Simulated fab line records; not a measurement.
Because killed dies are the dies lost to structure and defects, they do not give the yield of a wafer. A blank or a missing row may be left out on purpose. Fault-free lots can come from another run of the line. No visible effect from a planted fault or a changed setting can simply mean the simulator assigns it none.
fab line records	flow sky130
[record] lots = 13	wafers = 39	last-day = 50
route steps=708 shown VT_ADJUST_HVTP@96 VT_ADJUST_NCORE@127 SONOS_ONO@172 GATE_OXIDE@197 PAD_OPEN@708
lots untouched by any fault: they come from a run of this same line in which no faults occurred
start-h: hours from the record's opening day to when the first of the lot's shown wafers began	wait-h: hours from the lot's prior step to this one	" identical to the entry in the row above	L1.1+2: a row that stands for several wafers	- value missing, or start not given	* or withheld: withheld	< > ~ a bound
route shown NAME@n: NAME is a module with steps in the file, n the number in the route of the first one	usual: mean/standard deviation of fault-free wafers	same: alike in all rows	chamber/n: place in a boat	sites: readings site by site	_std_site: the standard deviation of these	_edge_site: the outer-site mean with the inner-site mean subtracted	radius-mm: how far each site lies from the wafer's centre	mask NAME#n: copy n	behind: the last tool/chamber to shape the wafer	hold: why the lot went on hold/how many hours it stayed there/how the hold came to an end	device: whichever transistor did not switch (one of n, p or np)	end of line: tests run on the same wafers once the route is complete	a step given without rows: its recipe and nothing more	killed: at the first sort, the dies lost to defects and structure; wafer yield is something else	map: a wafer's dies, marking killed ones x, the rest . and places with no die _
set.NAME: the run value of the setting; set.NAME@STEP: its run value at that earlier step	model.NAME: the simulator's own value behind a step, which no gauge read
one table for each step of the route and one row for each wafer, over a sample of lots
services: when a tool's chamber went out of use (start-h, in hours from the record's first day, below 0 if earlier), for how many hours, and the reason
[[steps]]
[step SKY_VT_ADJUST_HVTP_TW_MEAS_11]
[usual] VT_ADJUST_HVTP_TW = 1350/18
lot.wafer	tool	chamber	start-h	wait-h	VT_ADJUST_HVTP_TW
L720.3	film-metro-01	-	126.06	0.1	1373
L720.5	"	-	"	"	1367
L720.6	"	-	"	"	1357
L721.2	film-metro-02	-	128.61	0.1	1328
L721.3	"	-	"	"	1332
L721.4	"	-	"	"	1334
L722.2	film-metro-02	-	131.51	0.1	1322
L722.3	"	-	"	"	1327
L722.6	"	-	"	"	1323
L723.1	film-metro-04	-	138.89	0.1	1365
L723.4	"	-	"	"	1359
L723.6	"	-	"	"	1353
L724.2	film-metro-01	-	142.31	0.1	1365
L724.5	"	-	"	"	1368
L724.6	"	-	"	"	1371
L725.1	film-metro-02	-	154.04	0.1	1334
L725.3	"	-	"	"	1337
L725.6	"	-	"	"	1335
L729.1	film-metro-02	-	179.78	0.1	1337
L729.5	"	-	"	"	1334
L729.6	"	-	"	"	1328
L738.3	film-metro-04	-	235.81	0.1	1356
L738.4	"	-	"	"	1348
L738.5	"	-	"	"	1353
L737.4	film-metro-04	-	239.58	0.1	1357
L737.5	"	-	"	"	1356
L737.6	"	-	"	"	1349
L739.2	film-metro-02	-	244.01	0.1	1322
L739.3	"	-	"	"	1324
L739.4	"	-	"	"	1320
L740.1	film-metro-04	-	249.80	0.1	1360
L740.4	"	-	"	"	1355
L740.6	"	-	"	"	1360
L742.3	film-metro-02	-	262.41	0.1	1321
L742.4	"	-	"	"	1327
L742.5	"	-	"	"	1320
L743.1	film-metro-01	-	268.52	0.1	1358
L743.3	"	-	"	"	1359
L743.5	"	-	"	"	1353
[step SKY_VT_ADJUST_NCORE_OVL_MEAS_08]
[usual] VT_ADJUST_NCORE_OVL = -0.5/1.6
lot.wafer	tool	chamber	start-h	wait-h	VT_ADJUST_NCORE_OVL[nm]
L720.3	overlay-01	-	186.22	0.1	1.4
L720.5	"	-	"	"	2.5
L720.6	"	-	"	"	1.8
L721.2	overlay-02	-	189.06	0.1	-1.8
L721.3	"	-	"	"	0.5
L721.4	"	-	"	"	-0.5
L722.2	overlay-02	-	192.21	0.1	0.2
L722.3	"	-	"	"	2.1
L722.6	"	-	"	"	3.4
L723.1	overlay-01	-	200.32	0.1	2.8
L723.4	"	-	"	"	0.7
L723.6	"	-	"	"	0.7
L724.2	overlay-02	-	203.67	0.1	-1.3
L724.5	"	-	"	"	0.5
L724.6	"	-	"	"	-1.2
L725.1	overlay-01	-	216.81	0.1	-4.3
L725.3	"	-	"	"	-2.1
L725.6	"	-	"	"	-3.6
L729.1	overlay-02	-	245.81	0.1	0.0
L729.5	"	-	"	"	-2.6
L729.6	"	-	"	"	-2.1
L738.3	overlay-01	-	308.22	0.1	0.6
L738.4	"	-	"	"	0.1
L738.5	"	-	"	"	-0.9
L737.4	overlay-01	-	313.18	0.1	0.2
L737.5	"	-	"	"	0.7
L737.6	"	-	"	"	-2.2
L739.2	overlay-02	-	318.92	0.1	-3.2
L739.3	"	-	"	"	-1.8
L739.4	"	-	"	"	-1.8
L740.1	overlay-02	-	324.31	0.1	-1.4
L740.4	"	-	"	"	-1.6
L740.6	"	-	"	"	-0.9
L742.3	overlay-02	-	338.12	0.1	1.1
L742.4	"	-	"	"	1.3
L742.5	"	-	"	"	0.0
L743.1	overlay-02	-	345.62	0.1	-2.9
L743.3	"	-	"	"	-3.1
L743.5	"	-	"	"	-1.5
[step SKY_SONOS_ONO_CVD_04]
[recipe] material = SiO2	precursor = SiH4/N2O	target-thk-nm = 5.7199	temp-c = 900	pressure-mtorr = 400
[usual] pressure-mtorr = 399.8/0.83	spike-tc-centre-C = 899.4/1.3	zone-power-centre-pct = 19.35/0.19	zone-power-upper-pct = 17.7/0.58
lot.wafer	tool	chamber	start-h	wait-h	pressure-mtorr	spike-tc-centre-C	zone-power-centre-pct	zone-power-upper-pct
L720.3	lpcvd-03	0	256.65	0.0	399.3	899.8	19.30	18.3
L720.5	"	0	"	"	400.0	899.9	19.54	17.8
L720.6	"	0	"	"	400.4	899.8	19.44	18.0
L721.2	lpcvd-03	1	260.79	0.0	399.6	901.6	19.60	17.0
L721.3	"	1	"	"	401.4	901.0	19.17	16.9
L721.4	"	1	"	"	399.8	901.0	19.08	17.0
L722.2	lpcvd-03	0	268.14	0.0	399.6	899.1	19.70	17.8
L722.3	"	0	"	"	399.7	899.1	19.36	17.8
L722.6	"	0	"	"	400.0	899.4	19.26	18.2
L723.1	lpcvd-03	0	277.06	0.1	399.9	900.2	19.40	18.1
L723.4	"	0	"	"	398.6	899.4	19.48	17.9
L723.6	"	0	"	"	400.6	899.2	19.53	17.7
L724.2	lpcvd-03	0	280.79	0.0	400.4	899.8	19.04	17.5
L724.5	"	0	"	"	400.8	899.6	19.80	18.2
L724.6	"	0	"	"	400.6	898.3	19.31	18.1
L725.1	lpcvd-03	0	292.42	0.1	399.6	898.5	19.57	18.3
L725.3	"	0	"	"	400.8	897.3	19.22	17.9
L725.6	"	0	"	"	400.4	900.7	19.56	17.9
L729.1	lpcvd-03	0	326.54	0.1	399.2	911.8	24.25	15.4
L729.5	"	0	"	"	399.6	911.0	24.26	15.5
L729.6	"	0	"	"	399.6	912.8	24.58	15.4
L738.3	lpcvd-03	1	394.80	0.0	400.7	900.7	18.97	16.9
L738.4	"	1	"	"	399.9	900.0	19.49	16.9
L738.5	"	1	"	"	401.3	900.4	19.03	16.7
L737.4	lpcvd-03	0	402.23	0.0	399.0	900.6	19.31	18.1
L737.5	"	0	"	"	398.4	898.2	19.01	18.0
L737.6	"	0	"	"	400.5	899.7	19.60	18.2
L739.2	lpcvd-03	0	407.81	0.0	400.3	900.1	19.49	17.9
L739.3	"	0	"	"	401.0	897.9	19.38	17.8
L739.4	"	0	"	"	400.2	899.0	19.59	18.1
L740.1	lpcvd-03	1	412.05	0.1	399.4	901.0	19.24	16.9
L740.4	"	1	"	"	399.9	899.9	19.33	16.6
L740.6	"	1	"	"	399.5	899.6	19.03	16.6
L742.3	lpcvd-03	1	429.50	0.0	399.1	899.7	19.50	16.8
L742.4	"	1	"	"	399.6	900.6	19.33	17.0
L742.5	"	1	"	"	400.2	901.1	19.38	17.0
L743.1	lpcvd-03	1	438.62	0.1	398.7	899.0	19.33	16.9
L743.3	"	1	"	"	398.6	900.9	19.15	16.8
L743.5	"	1	"	"	397.5	903.1	19.45	16.7
[step SKY_GATE_OXIDE_OVL_MEAS_10]
[usual] GATE_OXIDE_OVL = 1.3/1.2
lot.wafer	tool	chamber	start-h	wait-h	GATE_OXIDE_OVL[nm]
L720.3	overlay-01	-	310.58	0.1	1.4
L720.5	"	-	"	"	0.2
L720.6	"	-	"	"	1.3
L721.2	overlay-02	-	313.30	0.1	2.4
L721.3	"	-	"	"	1.0
L721.4	"	-	"	"	2.4
L722.2	overlay-02	-	322.60	0.1	2.0
L722.3	"	-	"	"	-0.5
L722.6	"	-	"	"	-0.3
L723.1	overlay-02	-	330.59	0.1	0.3
L723.4	"	-	"	"	2.3
L723.6	"	-	"	"	1.3
L724.2	overlay-02	-	334.85	0.1	2.8
L724.5	"	-	"	"	1.2
L724.6	"	-	"	"	3.8
L725.1	overlay-01	-	348.74	0.1	0.7
L725.3	"	-	"	"	0.6
L725.6	"	-	"	"	1.7
L729.1	overlay-01	-	385.47	0.1	1.7
L729.5	"	-	"	"	2.4
L729.6	"	-	"	"	0.6
L738.3	overlay-01	-	461.95	0.1	1.6
L738.4	"	-	"	"	2.4
L738.5	"	-	"	"	-0.6
L737.4	overlay-01	-	468.30	0.1	-2.0
L737.5	"	-	"	"	1.1
L737.6	"	-	"	"	-0.3
L739.2	overlay-01	-	472.79	0.1	3.2
L739.3	"	-	"	"	-1.3
L739.4	"	-	"	"	0.8
L740.1	overlay-01	-	475.14	0.1	-0.3
L740.4	"	-	"	"	1.1
L740.6	"	-	"	"	-0.3
L742.3	overlay-01	-	493.60	0.1	2.7
L742.4	"	-	"	"	2.0
L742.5	"	-	"	"	0.8
L743.1	overlay-01	-	503.79	0.1	1.0
L743.3	"	-	"	"	1.3
L743.5	"	-	"	"	0.4
[step SKY_PAD_OPEN_PROBE_99]
[usual] killed_at_M0_to_M3 = 43/7.3	killed_at_M4_up = 3.1/1.8	killed-at-contacts = 24/5.4	killed-at-front-end = 15/4.1	killed-at-other = 0.2/0.52	killed-dies = 86/10	killed-open = 47/7.3	killed-short = 39/6.4
[same] gross-dies = 492	killed-at-back-side = 0
lot.wafer	tool	chamber	start-h	wait-h	killed_at_M0_to_M3	killed_at_M4_up	killed-at-contacts	killed-at-front-end	killed-at-other	killed-dies	killed-open	killed-short
L737.4	prober-01	-	1178.75	0.2	39	3	18	13	0	73	45	28
L737.5	prober-01	-	1178.80	0.2	31	4	26	16	0	77	40	35
L737.6	prober-01	-	1178.85	0.2	36	2	24	19	0	81	50	31
// killed by level:class
L737.4 VIA1:geometric-particle:open=11 VIA2:geometric-particle:open=8 CONTACT:geometric-particle:open=6 LI_CONTACT:geometric-particle:open=5 LOCAL_INTERCONNECT:geometric-particle:short=4 VIA1:geometric-particle:short=4 POLY_GATE:geometric-particle:open=3 POLY_GATE:geometric-particle:short=3
L737.5 LI_CONTACT:geometric-particle:open=9 CONTACT:geometric-particle:open=7 LOCAL_INTERCONNECT:geometric-particle:short=6 VIA1:geometric-particle:open=6 VIA3:geometric-particle:open=5 FIELD_ISO:geometric-particle:short=4 POLY_GATE:geometric-particle:short=4 METAL3:geometric-particle:short=4
L737.6 VIA2:geometric-particle:open=9 LI_CONTACT:geometric-particle:open=6 CONTACT:geometric-particle:open=6 VIA3:geometric-particle:open=6 POLY_GATE:geometric-particle:short=5 CONTACT:geometric-particle:short=5 SPACER:geometric-particle:open=4 LOCAL_INTERCONNECT:geometric-particle:short=4
[[services]]
tool	chamber	start-h	hours	kind
lpcvd-03	-	253.68	0.2	repair
lpcvd-03	-	279.25	1.0	repair
[[key]]
[first-sign] step = SKY_SONOS_ONO_CVD_04	reading = zone-power-centre-pct	direction = up	sigmas = 26	usual = 19.35	struck = 24.36
[effect] step = SKY_SONOS_ONO_CVD_04	reading = spike-tc-centre-C	direction = up	sigmas = 9.3	usual = 899.4	struck = 911.8
met-at SKY_SONOS_ONO_CVD_04
struck-lots L729
struck-wafers L729.1,L729.5,L729.6
tester-left-out L729
not-acting-at SKY_VT_ADJUST_HVTP_TW_MEAS_11,SKY_VT_ADJUST_NCORE_OVL_MEAS_08,SKY_GATE_OXIDE_OVL_MEAS_10
onset-between 292.42 326.54
[fault] kind = process-parameter-drift	tool = lpcvd-03	chamber = 0	onset-h = 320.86	steps = SKY_SONOS_ONO_CVD_04	channel = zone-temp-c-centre	offset = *	shape = step	end-h = 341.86
// tester-left-out: of these lots the tester's yield and bins aren't shown, on N5 and GAA mostly nor the transistor test; their killed dies are dies lost to structure and defects alone, not to doping, threshold or leakage, so they don't give the yield
